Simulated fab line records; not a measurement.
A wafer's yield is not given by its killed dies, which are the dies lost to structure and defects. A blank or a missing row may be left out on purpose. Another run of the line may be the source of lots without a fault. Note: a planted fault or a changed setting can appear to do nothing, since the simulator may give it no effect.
fab line records	flow sky130
record lots=6	wafers=18	last_day=50
route steps=708 shown CONTACT@433 METAL1@434 PAD_OPEN@708
lots that met no fault: from a run of the same line without faults
start_h: the number of hours between the record's first day and the start of the first shown wafer of the lot	wait_h: hours from the lot's prior step to this one	" identical to the entry in the row above	L1.1+2: several wafers, shown together as one row	- either no value or no given start	* or withheld: withheld	< > ~ a bound
route shown NAME@n: a module of which the file shows steps, and the number in the route of the first	usual: mean/standard deviation of fault-free wafers	same: alike in all rows	chamber/n: place in a boat	sites: readings site by site	_std_site: how widely they spread, as a standard deviation	_edge_site: inner sites' mean taken away from outer sites' mean	radius_mm: for every site, how far away it sits from the centre of the wafer	mask NAME#n: copy n	behind: the tool/chamber that last shaped the wafer	hold: reason for holding the lot/hours on hold/outcome of the hold	device: the transistor (n, p or np) that didn't switch	end of line: tests run on the same wafers once the route is complete	a step with no rows: only its recipe	killed: not the wafer's yield, but the dies lost to structure and defects at the first sort	map: dies across one wafer; x = killed, . = not, _ = none there
set.NAME: the setting as run; set.NAME@STEP: as run at that earlier step	model.NAME: the simulator's own value behind a step, which no gauge read
certain route steps with their lots: each step a table, each wafer a row
services: the hour from which a tool's chamber was out of use, counted from the record's first day as start_h (under 0 if before that day), plus the number of hours and why
## steps
# step SKY_CONTACT_CMP_27
# recipe stop_on=SiO2	t_overpolish_s=15	down_force_psi=3.5	platen_rpm=60	target_thk_nm=0	pad_velocity_m_s=0.94248
# usual motor_current_A=11.1/1.4	overpolish_run_s=15.000/0.0086	time_to_endpoint_s=83/3.8
lot.wafer	tool	chamber	start_h	wait_h	motor_current_A	overpolish_run_s	time_to_endpoint_s
L391.3	cmp-02	3	769.09	0.1	10.0	14.988	92
L391.1	"	1	"	"	13.0	15.003	86
L391.6	"	2	"	"	11.4	14.987	92
L396.3	cmp-02	1	810.22	0.1	13.1	14.991	78
L396.4	"	3	"	"	10.3	14.998	83
L396.5	"	0	"	"	10.0	15.009	79
L401.2	cmp-01	3	852.56	0.0	11.7	14.994	86
L401.4	"	2	"	"	8.6	15.008	81
L401.6	"	3	"	"	12.5	14.995	83
L402.2	cmp-02	3	854.19	0.0	9.6	14.995	88
L402.3	"	2	"	"	11.7	14.984	85
L402.5	"	0	"	"	9.5	14.990	84
L407.1	cmp-02	1	881.72	0.1	13.5	15.008	81
L407.4	"	2	"	"	11.6	14.988	85
L407.2	"	3	"	"	9.9	15.020	83
L410.4	cmp-01	3	902.92	0.1	12.0	14.999	82
L410.5	"	2	"	"	9.3	14.999	78
L410.6	"	3	"	"	11.6	14.991	82
# step SKY_METAL1_SPUTTER_00
# recipe material=Ti	target_thk_nm=15	power_w=3000	time_s=10	chamber_pressure_pa=0.4
# usual throttle_valve_pct=30.1/1
lot.wafer	tool	chamber	start_h	wait_h	throttle_valve_pct
L391.1	pvd_sputter-04	-	769.34	0.1	32.0
L391.3	"	-	"	"	31.0
L391.6	"	-	"	"	31.4
L396.3	pvd_sputter-02	-	810.47	0.2	29.4
L396.4	"	-	"	"	29.9
L396.5	"	-	"	"	31.8
L401.2	pvd_sputter-02	-	852.86	0.2	28.6
L401.4	"	-	"	"	29.1
L401.6	"	-	"	"	29.8
L402.2	pvd_sputter-01	-	854.49	0.2	28.8
L402.3	"	-	"	"	30.4
L402.5	"	-	"	"	28.9
L407.1	pvd_sputter-02	-	881.97	0.2	32.3
L407.2	"	-	"	"	28.5
L407.4	"	-	"	"	29.6
L410.4	pvd_sputter-01	-	903.17	0.2	30.0
L410.5	"	-	"	"	29.3
L410.6	"	-	"	"	29.8
# step SKY_METAL1_SPUTTER_01
# recipe material=TiN	target_thk_nm=20	power_w=6500	time_s=16.7	chamber_pressure_pa=0.4
# usual throttle_valve_pct=30.0/1
lot.wafer	tool	chamber	start_h	wait_h	throttle_valve_pct
L391.1	pvd_sputter-04	-	769.36	0.0	32.2
L391.3	"	-	"	"	31.2
L391.6	"	-	"	"	31.2
L396.3	pvd_sputter-02	-	810.50	0.0	29.0
L396.4	"	-	"	"	29.5
L396.5	"	-	"	"	32.1
L401.2	pvd_sputter-02	-	852.89	0.0	28.8
L401.4	"	-	"	"	29.2
L401.6	"	-	"	"	29.5
L402.2	pvd_sputter-01	-	854.51	0.0	29.1
L402.3	"	-	"	"	30.5
L402.5	"	-	"	"	29.1
L407.1	pvd_sputter-02	-	882.00	0.0	32.0
L407.2	"	-	"	"	28.6
L407.4	"	-	"	"	29.6
L410.4	pvd_sputter-01	-	903.19	0.0	29.9
L410.5	"	-	"	"	29.2
L410.6	"	-	"	"	30.0
# step SKY_METAL1_SPUTTER_02
# recipe material=AlCu	target_thk_nm=250	power_w=10600	time_s=13.3	chamber_pressure_pa=0.4
# usual throttle_valve_pct=30.1/1
lot.wafer	tool	chamber	start_h	wait_h	throttle_valve_pct
L391.1	pvd_sputter-04	-	769.39	0.0	32.2
L391.3	"	-	"	"	31.4
L391.6	"	-	"	"	31.3
L396.3	pvd_sputter-02	-	810.52	0.0	29.4
L396.4	"	-	"	"	29.4
L396.5	"	-	"	"	32.1
L401.2	pvd_sputter-02	-	852.91	0.0	28.9
L401.4	"	-	"	"	29.0
L401.6	"	-	"	"	29.5
L402.2	pvd_sputter-01	-	854.54	0.0	29.0
L402.3	"	-	"	"	30.3
L402.5	"	-	"	"	29.0
L407.1	pvd_sputter-02	-	882.02	0.0	31.9
L407.2	"	-	"	"	28.5
L407.4	"	-	"	"	29.5
L410.4	pvd_sputter-01	-	903.22	0.0	30.0
L410.5	"	-	"	"	29.1
L410.6	"	-	"	"	29.9
# step SKY_METAL1_SPUTTER_03
# recipe material=Ti	target_thk_nm=5	power_w=3000	time_s=3.3	chamber_pressure_pa=0.4
# step SKY_METAL1_SPUTTER_04
# recipe material=TiN	target_thk_nm=70	power_w=6500	time_s=58.3	chamber_pressure_pa=0.4
# usual throttle_valve_pct=30.1/1
lot.wafer	tool	chamber	start_h	wait_h	throttle_valve_pct
L391.1	pvd_sputter-04	-	769.43	0.0	32.3
L391.3	"	-	"	"	31.3
L391.6	"	-	"	"	31.3
L396.3	pvd_sputter-02	-	810.57	0.0	29.3
L396.4	"	-	"	"	29.5
L396.5	"	-	"	"	32.3
L401.2	pvd_sputter-02	-	852.96	0.0	28.8
L401.4	"	-	"	"	29.3
L401.6	"	-	"	"	29.5
L402.2	pvd_sputter-01	-	854.58	0.0	29.1
L402.3	"	-	"	"	30.3
L402.5	"	-	"	"	29.0
L407.1	pvd_sputter-02	-	882.07	0.0	32.1
L407.2	"	-	"	"	28.6
L407.4	"	-	"	"	29.7
L410.4	pvd_sputter-01	-	903.26	0.0	29.6
L410.5	"	-	"	"	29.0
L410.6	"	-	"	"	29.8
# step SKY_METAL1_RS_MEAS_05
# recipe thk_meas_gauge=four-point-probe	reads=TiN_of_METAL1_SPUTTER_04+Ti_of_METAL1_SPUTTER_03+AlCu_of_METAL1_SPUTTER_02+TiN_of_METAL1_SPUTTER_01+Ti_of_METAL1_SPUTTER_00
# usual METAL1_ALCU_RS=0.1267/0.0013
lot.wafer	tool	chamber	start_h	wait_h	METAL1_ALCU_RS[ohm/sq]
L391.1	film_metro-03	-	769.48	0.0	0.1267
L391.3	"	-	"	"	0.1263
L391.6	"	-	"	"	0.1270
L396.3	film_metro-03	-	810.65	0.1	0.1276
L396.4	"	-	"	"	0.1271
L396.5	"	-	"	"	0.1270
L401.2	film_metro-02	-	853.02	0.0	0.1248
L401.4	"	-	"	"	0.1232
L401.6	"	-	"	"	0.1238
L402.2	film_metro-02	-	854.66	0.1	0.1265
L402.3	"	-	"	"	0.1253
L402.5	"	-	"	"	0.1269
L407.1	film_metro-03	-	882.11	0.0	0.1249
L407.2	"	-	"	"	0.1259
L407.4	"	-	"	"	0.1259
L410.4	film_metro-01	-	903.37	0.1	0.1282
L410.5	"	-	"	"	0.1279
L410.6	"	-	"	"	0.1284
# step SKY_METAL1_THK_MEAS_06
# recipe thk_meas_gauge=xrf	reads=AlCu_of_METAL1_SPUTTER_02
# usual METAL1_ALCU_THK=254/3
lot.wafer	tool	chamber	start_h	wait_h	METAL1_ALCU_THK[nm]
L391.1	film_metro-03	-	769.60	0.1	256
L391.3	"	-	"	"	256
L391.6	"	-	"	"	253
L396.3	film_metro-03	-	810.75	0.1	254
L396.4	"	-	"	"	254
L396.5	"	-	"	"	256
L401.2	film_metro-02	-	853.13	0.1	254
L401.4	"	-	"	"	259
L401.6	"	-	"	"	258
L402.2	film_metro-02	-	854.77	0.1	253
L402.3	"	-	"	"	255
L402.5	"	-	"	"	252
L407.1	film_metro-03	-	882.23	0.1	261
L407.2	"	-	"	"	257
L407.4	"	-	"	"	258
L410.4	film_metro-01	-	903.46	0.1	248
L410.5	"	-	"	"	249
L410.6	"	-	"	"	250
# step SKY_METAL1_DEHYDRATE_07
# recipe temp_c=200	time_s=60
# step SKY_METAL1_HMDS_08
# recipe prime_time_s=60	prime_temp_c=120
# step SKY_METAL1_COAT_09
# recipe resist=BARC	temp_c=withheld	time_s=withheld	spin_rpm=3000	resist_thk_nm=60
# step SKY_METAL1_COAT_10
# recipe resist=KrF-thick	spin_rpm=3000	resist_thk_nm=450
# step SKY_METAL1_SOFTBAKE_11
# recipe temp_c=100	time_s=90	resist=KrF-thick
# usual heater_power_total_W=57.35/0.11	run_length_s=119.17/0.25
lot.wafer	tool	chamber	start_h	wait_h	heater_power_total_W	run_length_s
L391.1	litho_track-03	0	782	-	57.46	118.95
L391.3	"	0	"	"	57.38	118.77
L391.6	"	0	"	"	57.50	118.85
L396.3	litho_track-02	0	824	-	57.39	119.36
L396.4	"	0	"	"	57.45	119.47
L396.5	"	0	"	"	57.53	119.26
L401.2	litho_track-03	0	866	-	59.96	106.47
L401.4	"	0	"	"	60.05	106.50
L401.6	"	0	"	"	60.06	106.46
L402.2	litho_track-03	0	867	-	59.98	106.46
L402.3	"	0	"	"	60.08	106.46
L402.5	"	0	"	"	60.07	106.42
L407.1	litho_track-04	0	894	-	57.29	119.04
L407.2	"	0	"	"	57.37	119.20
L407.4	"	0	"	"	57.24	118.90
L410.4	litho_track-04	0	916	-	57.38	118.97
L410.5	"	0	"	"	57.24	119.14
L410.6	"	0	"	"	57.20	119.11
# step SKY_METAL1_EXPOSE_12
# recipe mask_id=MM1	na=0.8	source_shape=annular	sigma_inner=0.55	sigma_outer=0.85	target_cd_nm=140	dose_mj=28
# step SKY_PAD_OPEN_PROBE_99
# usual defect_limited_yield=82.5/2	killed_at_M0_to_M3=43/7.6	killed_at_M4_up=2.8/1.9	killed_at_contacts=24/4.7	killed_at_front_end=16/4.4	killed_at_other=0.2/0.4	killed_dies=86/9.9	killed_on_rim=17/3.9	killed_open=47/8.2	killed_short=39/6.3	sort_bin_3_pad_short=0.8/0.42	sort_bin_5_function=10.4/1.5	sort_bin_6_memory=6.2/1.2	sort_n_pass=406/9.9	sort_yield_pct=82.5/2
# same gross_dies=492	killed_at_back_side=0	sort_bin_4_leakage[%]=0	sort_bin_8_speed[%]=0
lot.wafer	tool	chamber	start_h	wait_h	defect_limited_yield[%]	killed_at_M0_to_M3	killed_at_M4_up	killed_at_contacts	killed_at_front_end	killed_at_other	killed_dies	killed_on_rim	killed_open	killed_short	sort_bin_3_pad_short[%]	sort_bin_5_function[%]	sort_bin_6_memory[%]	sort_n_pass	sort_yield_pct[%]
L391.1	prober-01	-	1099.95	0.1	84.8	33	2	23	17	0	75	18	47	28	0.8	8.9	5.5	417	84.8
L391.3	prober-01	-	1100.05	0.2	83.7	48	0	14	18	0	80	16	39	41	1.4	9.8	5.1	412	83.7
L391.6	prober-01	-	1100.20	0.2	84.6	40	1	22	13	0	76	10	37	39	1.0	10.0	4.5	416	84.6
L396.3	prober-02	-	1132.16	0.2	81.5	44	4	25	18	0	91	15	53	38	0.6	11.4	6.5	401	81.5
L396.4	prober-02	-	1132.21	0.2	82.9	36	6	25	17	0	84	18	38	46	0.8	9.8	6.5	408	82.9
L396.5	prober-02	-	1132.26	0.2	83.5	38	6	23	13	1	81	17	36	45	0.6	11.0	4.9	411	83.5
L401.2	prober-01	-	1162.93	0.1	80.5	49	1	30	16	0	96	19	51	45	1.0	12.6	5.9	396	80.5
L401.4	prober-01	-	1163.03	0.2	82.5	37	9	23	17	0	86	11	47	39	1.2	10.2	6.1	406	82.5
L401.6	prober-01	-	1163.13	0.2	83.1	38	1	26	18	0	83	10	41	42	1.2	10.2	5.5	409	83.1
L402.2	prober-02	-	1164.21	0.1	78.9	50	6	33	14	1	104	16	67	37	0.8	13.4	6.9	388	78.9
L402.3	prober-02	-	1164.26	0.2	82.1	33	3	25	27	0	88	18	43	45	0.6	10.2	7.1	404	82.1
L402.5	prober-02	-	1164.36	0.2	79.7	50	7	26	17	0	100	20	64	36	1.2	10.4	8.7	392	79.7
L407.1	prober-01	-	1181.66	0.1	82.3	40	4	33	10	0	87	20	45	42	0.4	11.2	6.1	405	82.3
L407.2	prober-01	-	1181.71	0.1	84.3	33	3	22	19	0	77	15	37	40	0.4	10.4	4.9	415	84.3
L407.4	prober-01	-	1181.81	0.2	82.1	40	3	28	16	1	88	12	54	34	0.4	11.0	6.5	404	82.1
L410.4	prober-02	-	1197.18	0.2	80.5	44	2	32	17	1	96	17	47	49	1.8	11.0	6.7	396	80.5
L410.5	prober-02	-	1197.23	0.2	81.1	50	1	29	13	0	93	21	48	45	0.6	10.8	7.5	399	81.1
L410.6	prober-02	-	1197.28	0.2	83.5	43	1	17	20	0	81	18	48	33	0.8	11.2	4.5	411	83.5
# killed by level:class
L391.1 CONTACT:geometric_particle:open=9 VIA2:geometric_particle:open=8 LI_CONTACT:geometric_particle:open=7 VIA3:geometric_particle:open=7 METAL1:geometric_particle:short=5 FIELD_ISO:geometric_particle:open=4 POLY_GATE:geometric_particle:open=4 POLY_GATE:geometric_particle:short=4
L391.3 VIA2:geometric_particle:open=9 METAL2:geometric_particle:short=8 VIA1:geometric_particle:open=7 FIELD_ISO:geometric_particle:open=6 LI_CONTACT:geometric_particle:open=6 POLY_GATE:geometric_particle:short=5 VIA3:geometric_particle:open=5 CONTACT:geometric_particle:short=4
L391.6 CONTACT:geometric_particle:open=9 VIA1:geometric_particle:open=7 FIELD_ISO:geometric_particle:short=6 CONTACT:geometric_particle:short=6 VIA2:geometric_particle:open=5 VIA3:geometric_particle:open=5 VIA2:geometric_particle:short=4 METAL1:geometric_particle:short=4
L396.3 VIA1:geometric_particle:open=11 CONTACT:geometric_particle:open=8 METAL2:geometric_particle:short=8 LI_CONTACT:geometric_particle:open=7 METAL1:geometric_particle:short=6 POLY_GATE:geometric_particle:open=5 METAL1:geometric_particle:open=4 VIA2:geometric_particle:open=4
L396.4 LI_CONTACT:geometric_particle:open=10 METAL1:geometric_particle:short=9 VIA1:geometric_particle:open=7 LOCAL_INTERCONNECT:geometric_particle:short=6 CONTACT:geometric_particle:open=6 METAL4:geometric_particle:short=6 POLY_GATE:geometric_particle:short=5 VIA3:geometric_particle:open=5
L396.5 LOCAL_INTERCONNECT:geometric_particle:short=8 METAL1:geometric_particle:short=7 VIA1:geometric_particle:open=7 METAL2:geometric_particle:short=6 CONTACT:geometric_particle:open=5 VIA2:geometric_particle:short=5 FIELD_ISO:geometric_particle:short=4 POLY_GATE:geometric_particle:open=4
L401.2 LI_CONTACT:geometric_particle:open=10 VIA1:geometric_particle:open=9 VIA1:geometric_particle:short=8 CONTACT:geometric_particle:open=7 METAL1:geometric_particle:short=7 VIA2:geometric_particle:open=7 LOCAL_INTERCONNECT:geometric_particle:short=6 VIA3:geometric_particle:open=6
L401.4 CONTACT:geometric_particle:open=8 FIELD_ISO:geometric_particle:short=7 METAL4:geometric_particle:short=7 VIA1:geometric_particle:open=7 LI_CONTACT:geometric_particle:open=6 VIA1:geometric_particle:short=6 VIA2:geometric_particle:open=6 POLY_GATE:geometric_particle:open=5
L401.6 CONTACT:geometric_particle:open=10 CONTACT:geometric_particle:short=8 VIA2:geometric_particle:open=8 VIA1:geometric_particle:open=6 FIELD_ISO:geometric_particle:open=5 VIA1:geometric_particle:short=5 FIELD_ISO:geometric_particle:short=4 LI_CONTACT:geometric_particle:open=4
L402.2 VIA1:geometric_particle:open=16 CONTACT:geometric_particle:open=14 LI_CONTACT:geometric_particle:open=11 VIA3:geometric_particle:open=7 METAL1:geometric_particle:short=6 VIA2:geometric_particle:open=5 POLY_GATE:geometric_particle:open=4 METAL4:geometric_particle:short=4
L402.3 CONTACT:geometric_particle:open=13 FIELD_ISO:geometric_particle:short=10 METAL1:geometric_particle:short=8 LI_CONTACT:geometric_particle:open=6 METAL2:geometric_particle:short=6 VIA1:geometric_particle:open=6 FIELD_ISO:geometric_particle:open=5 POLY_GATE:geometric_particle:short=5
L402.5 VIA1:geometric_particle:open=20 CONTACT:geometric_particle:open=13 VIA2:geometric_particle:open=9 METAL4:geometric_particle:short=6 FIELD_ISO:geometric_particle:open=5 METAL1:geometric_particle:short=4 SPACER:geometric_particle:short=4 VIA3:geometric_particle:open=4
L407.1 CONTACT:geometric_particle:open=14 VIA1:geometric_particle:open=9 CONTACT:geometric_particle:short=8 METAL1:geometric_particle:short=7 VIA2:geometric_particle:short=6 METAL3:geometric_particle:short=5 VIA3:geometric_particle:open=5 LI_CONTACT:geometric_particle:open=4
L407.2 CONTACT:geometric_particle:open=9 VIA1:geometric_particle:open=8 FIELD_ISO:geometric_particle:short=5 FIELD_ISO:geometric_particle:open=5 POLY_GATE:geometric_particle:short=5 METAL2:geometric_particle:short=5 VIA3:geometric_particle:open=5 LI_CONTACT:geometric_particle:open=4
L407.4 VIA1:geometric_particle:open=14 LI_CONTACT:geometric_particle:open=9 CONTACT:geometric_particle:open=8 VIA2:geometric_particle:open=6 VIA1:geometric_particle:short=6 POLY_GATE:geometric_particle:open=6 CONTACT:geometric_particle:short=6 LOCAL_INTERCONNECT:geometric_particle:short=5
L410.4 CONTACT:geometric_particle:open=9 METAL1:geometric_particle:short=9 LI_CONTACT:geometric_particle:open=8 VIA1:geometric_particle:open=8 CONTACT:geometric_particle:short=7 FIELD_ISO:geometric_particle:open=5 VIA3:geometric_particle:short=5 VIA3:geometric_particle:open=5
L410.5 CONTACT:geometric_particle:open=11 VIA1:geometric_particle:open=10 METAL2:geometric_particle:short=9 CONTACT:geometric_particle:short=8 VIA3:geometric_particle:open=7 LOCAL_INTERCONNECT:geometric_particle:short=5 VIA1:geometric_particle:short=5 FIELD_ISO:geometric_particle:open=4
L410.6 VIA2:geometric_particle:open=9 VIA3:geometric_particle:open=8 VIA1:geometric_particle:open=7 FIELD_ISO:geometric_particle:short=6 CONTACT:geometric_particle:open=6 METAL2:geometric_particle:short=5 POLY_GATE:geometric_particle:short=4 LI_CONTACT:geometric_particle:open=4
## services
tool	chamber	start_h	hours	kind
cmp-01	-	748.00	-	consumable_replace:conditioner
cmp-01	-	748.00	-	consumable_replace:pad
cmp-01	-	748.00	8.8	pm
pvd_sputter-01	-	765.70	4.1	repair
cmp-01	-	814.65	0.2	repair
pvd_sputter-01	-	825.58	0.7	repair
cmp-02	-	834.68	5.2	pm
pvd_sputter-01	-	836.26	3.3	repair
pvd_sputter-01	-	844.10	0.7	repair
cmp-02	-	850.21	0.8	repair
cmp-02	-	887.40	0.2	repair
cmp-02	-	912.48	4.0	pm
## key
first_sign step=SKY_METAL1_SOFTBAKE_11	reading=run_length_s	direction=down	sigmas=51	usual=*	struck=*
effect step=SKY_METAL1_SOFTBAKE_11	reading=heater_power_total_W	direction=up	sigmas=25	usual=*	struck=*
met_at SKY_METAL1_SOFTBAKE_11
struck_wafers L401.2,L401.4,L401.6,L402.2,L402.3,L402.5
onset_between 782 866
fault kind=process_parameter_drift	tool=litho_track-03	chamber=-	onset_h=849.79	steps=SKY_METAL1_SOFTBAKE_11	channel=time_s	offset=*	shape=step	end_h=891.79	acts_in=*	stated=*
